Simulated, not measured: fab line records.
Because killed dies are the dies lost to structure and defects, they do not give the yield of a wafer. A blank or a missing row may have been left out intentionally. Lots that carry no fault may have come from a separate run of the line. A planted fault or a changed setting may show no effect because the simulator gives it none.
A struck lot beside a sound one / flow gf180mcu / 44 out of 602 route steps
Sound: the wafers L303.2, L303.4, L303.6. Wafers L311.1, L311.3, L311.4 were the ones struck. The cause is given at the end.
For every step that has rows: the tool of each side, followed by ch and its chambers, followed by its first start. Under that, the readings that differ: sound wafers / struck wafers / difference of the means / sigmas: that difference in standard deviations of wafers without a fault.
alike: same words and numbers on both sides, and readings whose means sit less than 2 such deviations apart. not compared: any withheld reading, any reading some wafer has no value for, any bound like >300 that may hide the same value, and any number with overlapping values for which the record gives no deviation.
The two part at a step that has a row with sigmas, a row that says differs or no value, or rows on one side only. Non-overlapping numbers with no deviation appear without sigmas and do not part them. A reading that every wafer of one side lacks parts them only if that side has two wafers or more.

GF_VT_IMPLANT_RS_MEAS_47: the measuring method here is four-point-probe.
  sound: film metro-01 at day 7 14:31; struck: film metro-01 at day 9 19:50
  alike: NWELL_RS
GF_VT_IMPLANT_RS_MEAS_48: the measuring method here is four-point-probe.
  sound: film metro-01 at day 7 14:38; struck: film metro-01 at day 9 19:58
  alike: LVPWELL_RS
GF_VT_IMPLANT_RS_MEAS_49: the measuring method here is four-point-probe.
  sound: film metro-01 at day 7 14:46; struck: film metro-01 at day 9 20:05
  alike: MVPSD_RS
then, 4 steps without rows for these wafers: GF_VT_IMPLANT_WET_ETCH_50 (etches SiO2 in dHF, target depth 20 nm, time 400 s); GF_DUAL_GATE_CLEAN_00 (cleans in SC1/SC2, time 150 s); GF_DUAL_GATE_CLEAN_01 (cleans in dHF, time 20 s); GF_DUAL_GATE_OXIDATION_02 (stabilise 600 s, purge 300 s, target thk 10.887 nm).
GF_DUAL_GATE_THK_MEAS_03:
  sound: film metro-04 at day 7 16:35; struck: film metro-02 at day 9 22:25
  alike: DUAL_GATE_OXIDATION_00_THK
then, 4 steps without rows for these wafers: GF_DUAL_GATE_DEHYDRATE_04 (time 60 s); GF_DUAL_GATE_HMDS_05 (prime time 60 s); GF_DUAL_GATE_COAT_06 (resist thk 1000 nm); GF_DUAL_GATE_SOFTBAKE_07 (time 60 s).
GF_DUAL_GATE_EXPOSE_08: exposes mask Dualgate, target cd 700 nm.
  sound on iline stepper-01 ch 0, day 8 00:16; struck on iline stepper-01 ch 0, day 10 06:23
  alike: mask
then, 2 steps without rows for these wafers: GF_DUAL_GATE_PEB_09; GF_DUAL_GATE_DEVELOP_10 (develop time 60 s).
GF_DUAL_GATE_OVL_MEAS_11:
  sound: overlay-02 at day 8 07:51; struck: overlay-01 at day 10 15:22
  alike: DUAL_GATE_OVL
then, 1 step without rows for these wafers: GF_DUAL_GATE_WET_ETCH_12 (etches SiO2 in dHF, target depth 13 nm, time 260 s).
GF_DUAL_GATE_STRIP_13: strips in O2/N2.
  sound on plasma asher-01 ch 0, day 8 07:58; struck on plasma asher-03 ch 0,1, day 10 15:28
reading=drypump motor current A (A); sound=5.0 5.1 5.0; struck=5.6 6.0 5.6; difference=+0.7; sigmas=+2
  alike: heater power w, oes product au, platen temp c, strip time to endpoint s
  not compared: rf hours counter h
then, 3 steps without rows for these wafers: GF_DUAL_GATE_CLEAN_14 (cleans in SC1/SC2, time 150 s); GF_DUAL_GATE_OXIDATION_15 (stabilise 600 s, purge 300 s, target thk 7.098 nm); GF_POLY_GATE_CVD_00 (deposits poly-Si, target thk 200 nm, time 1200 s).
GF_POLY_GATE_THK_MEAS_01:
  sound: film metro-04 at day 8 11:55; struck: film metro-01 at day 10 18:31
  alike: POLY_GATE_CVD_00_THK
then, 8 steps without rows for these wafers: GF_POLY_GATE_DEHYDRATE_02 (time 60 s); GF_POLY_GATE_HMDS_03 (prime time 60 s); GF_POLY_GATE_COAT_04; GF_POLY_GATE_COAT_05 (resist thk 688.6 nm); GF_POLY_GATE_SOFTBAKE_06 (time 60 s); GF_POLY_GATE_EXPOSE_07 (exposes mask Poly2, target cd 280 nm); GF_POLY_GATE_PEB_08 (peb time 90 s); GF_POLY_GATE_DEVELOP_09 (develop time 60 s).
GF_POLY_GATE_CD_MEAS_10 targets a cd of 280 nm.
  sound: cd sem-01 at day 9 04:45; struck: cd sem-02 at day 11 12:44
  alike: cd nm
GF_POLY_GATE_OVL_MEAS_11:
  sound: overlay-01 at day 9 04:51; struck: overlay-02 at day 11 12:51
  alike: POLY_GATE_OVL
GF_POLY_GATE_ETCH_12: etches BARC in N2/H2.
  sound on rie diel-03 ch 1,2, day 9 04:53; struck on rie diel-02 ch 0,2,3, day 11 12:53
  alike: drypump motor current A, oes product au, throttle valve pct
GF_POLY_GATE_ETCH_13: etches poly-Si in HBr/Cl2, stops on SiO2, target depth 198.5 nm, time 69.6 s.
  sound on rie si-02 ch 0,2, day 9 04:56; struck on rie si-01 ch 1,3, day 11 12:56
reading=drypump motor current A (A); sound=5.60 6.00 5.99; struck=5.10 5.42 5.09; difference=-0.66; sigmas=-2
  alike: oes product au, throttle valve pct
  not compared: rf hours counter h
GF_POLY_GATE_STRIP_14: strips in O2/N2.
  sound on plasma asher-03 ch 0,1, day 9 04:59; struck on plasma asher-01 ch 0,1, day 11 12:59
  alike: drypump motor current A, heater power w, oes product au, platen temp c
  not compared: rf hours counter h
then, 2 steps without rows for these wafers: GF_POLY_GATE_CLEAN_15 (cleans in SC1/SC2, time 150 s); GF_POLY_GATE_OXIDATION_16 (stabilise 600 s, purge 300 s, target thk 4 nm).
GF_POLY_GATE_THK_MEAS_17:
  sound: film metro-01 at day 9 06:53; struck: film metro-04 at day 11 14:29
  alike: POLY_GATE_OXIDATION_THK
GF_POLY_GATE_CD_MEAS_18:
  sound: cd sem-02 at day 9 06:57; struck: cd sem-01 at day 11 14:32
  alike: cd nm
then, 3 steps without rows for these wafers: GF_HV_LDD_DEHYDRATE_00 (time 60 s); GF_HV_LDD_HMDS_01 (prime time 60 s); GF_HV_LDD_COAT_02 (resist thk 1000 nm).
-- the record jumps here: 11 days lie between the struck wafers' starts before and after (it left off in module HV_LDD and takes up again in module M2, whose first step shown is number 378 of the route) --
GF_M2_METAL_ETCH_16: etches the open film in Cl2/BCl3, stops on SiO2, target depth 750.8 nm, time 125.1 s.
  sound on rie metal-03 ch 0, day 19 03:43; struck on rie metal-02 ch 0,1, day 22 05:49
reading=model.M2.cd nm (nm); sound=283.9 284.5 286.3; struck=290.7 291.3 287.2; difference=+4.8; sigmas=
  alike: drypump motor current A, oes product au, throttle valve pct
  not compared: rf hours counter h
GF_PASSIVATION_PROBE_99:
  the record holds rows for the sound wafers here (prober-02, day 29 00:05) but none for the struck ones

== WHERE THEY PART ==
Last at GF_PASSIVATION_PROBE_99 as far as this record goes, first at GF_DUAL_GATE_STRIP_13.

WHY: whatever the simulator had introduced
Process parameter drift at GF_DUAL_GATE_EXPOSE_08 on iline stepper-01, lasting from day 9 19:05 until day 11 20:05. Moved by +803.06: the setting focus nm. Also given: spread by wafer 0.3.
